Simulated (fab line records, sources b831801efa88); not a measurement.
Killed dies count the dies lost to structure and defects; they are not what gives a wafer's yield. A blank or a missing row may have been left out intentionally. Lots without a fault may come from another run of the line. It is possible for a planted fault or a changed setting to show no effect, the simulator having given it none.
fab line records	flow sky130
[record] lots = 12	wafers = 36	last-day = 50
route steps=708 shown SD_P@359 LI_CONTACT@362 CONTACT@429
lots that met no fault: taken from a fault-free run of the same line
start-h: hours from the record's first day to the start of the lot's first wafer shown	wait-h: time in hours since the lot's previous step	" identical to the entry in the row above	L1.1+2: several wafers, shown together as one row	- no value, or no start was given	* or withheld: withheld	< > ~ a bound
route shown NAME@n: NAME is a module with steps in the file, n the number in the route of the first one	usual: average and standard deviation across the fault-free wafers	same: alike in all rows	chamber/n: place in a boat	sites: each site's reading	_std_site: their standard deviation	_edge_site: inner sites' mean taken away from outer sites' mean	radius-mm: for every site, how far away it sits from the centre of the wafer	mask NAME#n: copy n	behind: the most recent tool/chamber to have shaped the wafer	hold: why the lot went on hold/how many hours it stayed there/how the hold came to an end	device: transistor that didn't switch, given as n, p or np	end of line: the route-end tests of the same wafers	a step given without rows: its recipe and nothing more	killed: the dies lost at the first sort to structure and to defects; this is not the yield of the wafer	map: per-die view of a wafer (x killed, . not killed, _ where there is no die)
set.NAME: the run value of the setting; set.NAME@STEP: its run value at that earlier step	model.NAME: the simulator's own value behind a step, which no gauge read
a sample of lots followed through the steps of the route, with each step as a table and each wafer as a row
services: a tool's chamber out of use, with start hour (start-h, from the record's first day; less than 0 if before it), hours out, and reason
[[steps]]
[step SKY_SD_N_RS_MEAS_17]
[recipe] thk-meas-gauge = four-point-probe
[usual] SD_P_RS = 147.1/0.39
lot.wafer	tool	chamber	start-h	wait-h	SD_P_RS[ohm/sq]
L701.1	film-metro-02	-	634.74	0.1	147.6
L701.2	"	-	"	"	147.2
L701.5	"	-	"	"	147.2
L702.2	film-metro-02	-	646.51	0.1	146.9
L702.3	"	-	"	"	147.3
L702.5	"	-	"	"	147.3
L704.1	film-metro-03	-	668.09	0.1	147.2
L704.2	"	-	"	"	147.3
L704.3	"	-	"	"	147.6
L707.2	film-metro-03	-	691.37	0.1	147.4
L707.3	"	-	"	"	146.9
L707.4	"	-	"	"	147.4
L708.1	film-metro-03	-	703.34	0.1	147.1
L708.3	"	-	"	"	146.9
L708.4	"	-	"	"	147.4
L709.1	film-metro-02	-	705.14	0.1	147.2
L709.2	"	-	"	"	147.3
L709.5	"	-	"	"	147.3
L711.1	film-metro-02	-	727.17	0.1	147.0
L711.3	"	-	"	"	147.4
L711.5	"	-	"	"	147.6
L718.1	film-metro-02	-	783.13	0.1	147.3
L718.2	"	-	"	"	147.2
L718.3	"	-	"	"	146.8
L719.1	film-metro-01	-	783.43	0.1	147.4
L719.3	"	-	"	"	147.6
L719.4	"	-	"	"	147.7
L720.2	film-metro-01	-	790.62	0.1	147.3
L720.3	"	-	"	"	147.4
L720.4	"	-	"	"	147.3
L723.1	film-metro-01	-	811.50	0.1	146.7
L723.3	"	-	"	"	146.8
L723.5	"	-	"	"	146.0
L722.1	film-metro-03	-	816.03	0.1	146.8
L722.2	"	-	"	"	146.8
L722.4	"	-	"	"	147.0
[step SKY_LI_CONTACT_HDPCVD_00]
[recipe] material = PSG	target-thk-nm = 930	sigma-open-frac = 0.3	time-s = 155	temp-c = 600	sih4-flow-sccm = 60	pressure-mtorr = 6
[usual] sih4-flow-sccm = 59.97/0.19
lot.wafer	tool	chamber	start-h	wait-h	sih4-flow-sccm
L701.1	hdpcvd-01	1	634.99	0.0	60.05
L701.2	"	0	"	"	60.03
L701.5	"	2	"	"	59.98
L702.2	hdpcvd-02	0	646.75	0.0	59.98
L702.3	"	1	"	"	59.98
L702.5	"	2	"	"	59.91
L704.1	hdpcvd-02	1	668.34	0.0	60.10
L704.2	"	0	"	"	59.84
L704.3	"	2	"	"	59.93
L707.2	hdpcvd-01	0	691.61	0.0	60.23
L707.3	"	1	"	"	60.04
L707.4	"	2	"	"	60.17
L708.1	hdpcvd-02	0	703.59	0.0	59.92
L708.3	"	1	"	"	59.83
L708.4	"	1	"	"	59.82
L709.1	hdpcvd-02	1	705.39	0.0	72.16
L709.2	"	0	"	"	72.31
L709.5	"	0	"	"	72.11
L711.1	hdpcvd-02	0	727.43	0.0	71.89
L711.3	"	1	"	"	72.02
L711.5	"	2	"	"	72.00
L718.1	hdpcvd-02	1	783.39	0.0	59.99
L718.2	"	2	"	"	60.09
L718.3	"	0	"	"	59.99
L719.1	hdpcvd-02	1	783.68	0.0	59.66
L719.3	"	0	"	"	60.13
L719.4	"	2	"	"	59.78
L720.2	hdpcvd-02	1	790.86	0.0	59.91
L720.3	"	0	"	"	59.89
L720.4	"	2	"	"	59.57
L723.1	hdpcvd-01	1	811.75	0.0	60.03
L723.3	"	2	"	"	59.83
L723.5	"	1	"	"	59.84
L722.1	hdpcvd-02	2	816.29	0.0	59.79
L722.2	"	1	"	"	59.75
L722.4	"	2	"	"	59.76
[step SKY_LI_CONTACT_THK_MEAS_01]
[recipe] reads = PSG_of_LI_CONTACT_HDPCVD_00
[usual] LI_CONTACT_HDPCVD_THK = 931/9.1
lot.wafer	tool	chamber	start-h	wait-h	LI_CONTACT_HDPCVD_THK[nm]
L701.1	film-metro-01	-	635.10	0.1	946
L701.2	"	-	"	"	930
L701.5	"	-	"	"	938
L702.2	film-metro-03	-	646.86	0.1	922
L702.3	"	-	"	"	901
L702.5	"	-	"	"	931
L704.1	film-metro-01	-	668.45	0.1	921
L704.2	"	-	"	"	928
L704.3	"	-	"	"	919
L707.2	film-metro-03	-	691.72	0.1	936
L707.3	"	-	"	"	939
L707.4	"	-	"	"	939
L708.1	film-metro-01	-	703.70	0.1	931
L708.3	"	-	"	"	935
L708.4	"	-	"	"	936
L709.1	film-metro-01	-	705.50	0.1	1116
L709.2	"	-	"	"	1116
L709.5	"	-	"	"	1110
L711.1	film-metro-01	-	727.54	0.1	1099
L711.3	"	-	"	"	1094
L711.5	"	-	"	"	1111
L718.1	film-metro-03	-	783.49	0.1	925
L718.2	"	-	"	"	937
L718.3	"	-	"	"	920
L719.1	film-metro-01	-	783.78	0.1	922
L719.3	"	-	"	"	921
L719.4	"	-	"	"	927
L720.2	film-metro-01	-	790.97	0.1	914
L720.3	"	-	"	"	927
L720.4	"	-	"	"	936
L723.1	film-metro-01	-	811.86	0.1	935
L723.3	"	-	"	"	936
L723.5	"	-	"	"	936
L722.1	film-metro-01	-	816.39	0.1	929
L722.2	"	-	"	"	934
L722.4	"	-	"	"	934
[step SKY_LI_CONTACT_CMP_02]
[recipe] material = PSG	down-force-psi = 4	platen-rpm = 60	pad-velocity-m-s = 0.94248
[usual] motor-current-A = 11.4/0.93	time-to-endpoint-s = 32.0/2.4
lot.wafer	tool	chamber	start-h	wait-h	motor-current-A	time-to-endpoint-s
L701.2	cmp-01	1	635.21	0.1	11.8	30.9
L701.1	"	3	"	"	10.2	34.4
L701.5	"	0	"	"	12.7	32.7
L702.3	cmp-01	1	646.96	0.1	11.7	28.6
L702.2	"	3	"	"	10.0	31.9
L702.5	"	0	"	"	13.6	32.6
L704.2	cmp-01	0	668.51	0.0	13.0	33.8
L704.1	"	1	"	"	10.7	31.1
L704.3	"	2	"	"	10.5	31.9
L707.4	cmp-01	1	691.77	0.0	11.8	35.5
L707.2	"	2	"	"	10.9	31.0
L707.3	"	0	"	"	12.1	34.3
L708.4	cmp-01	1	703.81	0.1	11.7	31.3
L708.1	"	2	"	"	11.1	29.7
L708.3	"	3	"	"	10.5	29.3
L709.2	cmp-02	0	705.66	0.1	11.1	49.4
L709.1	"	1	"	"	10.5	51.1
L709.5	"	3	"	"	10.6	51.7
L711.1	cmp-01	3	727.70	0.1	10.7	51.3
L711.3	"	0	"	"	12.6	47.0
L711.5	"	1	"	"	11.2	48.9
L718.2	cmp-01	0	783.60	0.1	13.0	31.6
L718.3	"	1	"	"	11.4	28.4
L718.1	"	2	"	"	11.1	31.3
L719.4	cmp-01	1	784.15	0.3	11.7	29.3
L719.3	"	3	"	"	10.4	31.9
L719.1	"	0	"	"	12.8	29.7
L720.4	cmp-01	2	791.07	0.1	11.2	34.4
L720.2	"	3	"	"	10.7	31.7
L720.3	"	0	"	"	12.6	30.2
L723.1	cmp-01	0	812.30	0.4	12.6	29.4
L723.3	"	1	"	"	11.5	29.2
L723.5	"	2	"	"	10.7	29.3
L722.4	cmp-01	3	816.83	0.4	10.1	33.1
L722.1	"	1	"	"	11.3	28.1
L722.2	"	2	"	"	10.6	31.0
[step SKY_CONTACT_SPUTTER_23]
[recipe] material = TiN	target-thk-nm = 20	chamber-pressure-pa = 5	power-w = 4000	time-s = 80
[usual] throttle-valve-pct = 30.0/1.1
lot.wafer	tool	chamber	start-h	wait-h	throttle-valve-pct
L701.1	pvd-sputter-02	-	723.02	0.0	31.4
L701.2	"	-	"	"	29.3
L701.5	"	-	"	"	28.9
L702.2	pvd-sputter-03	-	734.71	0.0	30.6
L702.3	"	-	"	"	28.5
L702.5	"	-	"	"	28.6
L704.1	pvd-sputter-04	-	755.31	0.0	29.7
L704.2	"	-	"	"	30.6
L704.3	"	-	"	"	30.3
L707.2	pvd-sputter-03	-	778.68	0.0	28.0
L707.3	"	-	"	"	30.5
L707.4	"	-	"	"	32.2
L708.1	pvd-sputter-03	-	789.64	0.0	28.3
L708.3	"	-	"	"	30.8
L708.4	"	-	"	"	32.2
L709.1	pvd-sputter-02	-	791.21	0.0	28.1
L709.2	"	-	"	"	31.8
L709.5	"	-	"	"	28.3
L711.1	pvd-sputter-03	-	812.27	0.0	28.4
L711.3	"	-	"	"	32.0
L711.5	"	-	"	"	30.6
L718.1	pvd-sputter-02	-	866.15	0.0	29.3
L718.2	"	-	"	"	31.5
L718.3	"	-	"	"	28.2
L719.1	pvd-sputter-04	-	866.66	0.0	30.5
L719.3	"	-	"	"	29.2
L719.4	"	-	"	"	30.9
L720.2	pvd-sputter-04	-	874.37	0.0	29.6
L720.3	"	-	"	"	29.3
L720.4	"	-	"	"	30.6
L723.1	pvd-sputter-03	-	893.36	0.0	31.0
L723.3	"	-	"	"	30.6
L723.5	"	-	"	"	30.7
L722.1	pvd-sputter-04	-	898.74	0.0	29.5
L722.2	"	-	"	"	29.6
L722.4	"	-	"	"	30.6
[step SKY_CONTACT_RS_MEAS_25]
[recipe] thk-meas-gauge = four-point-probe	reads = W_of_CONTACT_CVD_24+TiN_of_CONTACT_SPUTTER_23
[usual] CONTACT_W_RS = 0.339/0.0037
lot.wafer	tool	chamber	start-h	wait-h	CONTACT_W_RS[ohm/sq]
L701.1	film-metro-04	-	723.19	0.1	0.342
L701.2	"	-	"	"	0.337
L701.5	"	-	"	"	0.338
L702.2	film-metro-03	-	734.90	0.1	0.337
L702.3	"	-	"	"	0.340
L702.5	"	-	"	"	0.337
L704.1	film-metro-04	-	755.48	0.1	0.341
L704.2	"	-	"	"	0.335
L704.3	"	-	"	"	0.338
L707.2	film-metro-02	-	778.87	0.1	0.341
L707.3	"	-	"	"	0.339
L707.4	"	-	"	"	0.340
L708.1	film-metro-02	-	789.81	0.1	0.340
L708.3	"	-	"	"	0.340
L708.4	"	-	"	"	0.344
L709.1	film-metro-02	-	791.38	0.1	0.342
L709.2	"	-	"	"	0.340
L709.5	"	-	"	"	0.341
L711.1	film-metro-02	-	812.44	0.1	0.339
L711.3	"	-	"	"	0.338
L711.5	"	-	"	"	0.341
L718.1	film-metro-03	-	866.32	0.1	0.343
L718.2	"	-	"	"	0.340
L718.3	"	-	"	"	0.338
L719.1	film-metro-04	-	866.83	0.1	0.331
L719.3	"	-	"	"	0.334
L719.4	"	-	"	"	0.339
L720.2	film-metro-02	-	874.56	0.1	0.343
L720.3	"	-	"	"	0.342
L720.4	"	-	"	"	0.339
L723.1	film-metro-03	-	893.53	0.1	0.340
L723.3	"	-	"	"	0.341
L723.5	"	-	"	"	0.335
L722.1	film-metro-03	-	898.91	0.1	0.335
L722.2	"	-	"	"	0.338
L722.4	"	-	"	"	0.338
[[services]]
tool	chamber	start-h	hours	kind
pvd-sputter-03	-	621.05	2.6	repair
pvd-sputter-03	-	631.68	4.4	repair
pvd-sputter-03	-	642.36	8.7	repair
hdpcvd-02	-	650.75	15.0	pm
hdpcvd-01	-	658.32	1.2	repair
pvd-sputter-03	-	678.75	2.7	repair
hdpcvd-01	-	689.31	1.7	repair
pvd-sputter-04	-	708.85	2.4	repair
cmp-01	-	714.75	5.1	repair
hdpcvd-01	-	729.44	0.8	repair
pvd-sputter-03	-	732.93	1.7	repair
pvd-sputter-02	-	735.33	0.7	repair
cmp-02	-	744.00	4.0	pm
cmp-02	-	755.60	2.5	repair
cmp-02	-	756.77	61.1	repair
hdpcvd-02	1	758.38	10.2	repair
pvd-sputter-04	-	761.27	2.8	repair
hdpcvd-01	-	799.76	4.3	pm
cmp-01	-	822.86	5.5	pm
pvd-sputter-03	-	838.27	1.9	repair
pvd-sputter-04	-	854.01	2.2	repair
pvd-sputter-04	-	861.80	3.0	repair
cmp-01	-	865.72	1.6	repair
cmp-01	-	868.11	0.4	repair
[[key]]
[first-sign] step = SKY_LI_CONTACT_HDPCVD_00	reading = sih4-flow-sccm	direction = up	sigmas = 62	usual = 59.97	struck = 72.08
[effect] step = SKY_LI_CONTACT_THK_MEAS_01	reading = LI_CONTACT_HDPCVD_THK	direction = up	sigmas = 19	usual = 931	struck = 1108
[effect] step = SKY_LI_CONTACT_CMP_02	reading = time-to-endpoint-s	direction = up	sigmas = 7.6	usual = *	struck = *
met-at SKY_LI_CONTACT_HDPCVD_00
struck-lots L709,L711
tester-left-out L709,L711
not-acting-at SKY_SD_N_RS_MEAS_17,SKY_CONTACT_SPUTTER_23,SKY_CONTACT_RS_MEAS_25
onset-between 703.59 705.39
[fault] kind = process-parameter-drift	tool = hdpcvd-02	chamber = -	onset-h = 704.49	steps = SKY_LI_CONTACT_HDPCVD_00	channel = sih4-flow-sccm	offset = 12	shape = step	end-h = 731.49	acts-in = these-recipes-only	stated = 60
// tester-left-out: of these lots the tester's yield and bins aren't shown, on N5 and GAA mostly nor the transistor test; their killed dies are dies lost to structure and defects alone, not to doping, threshold or leakage, so they don't give the yield
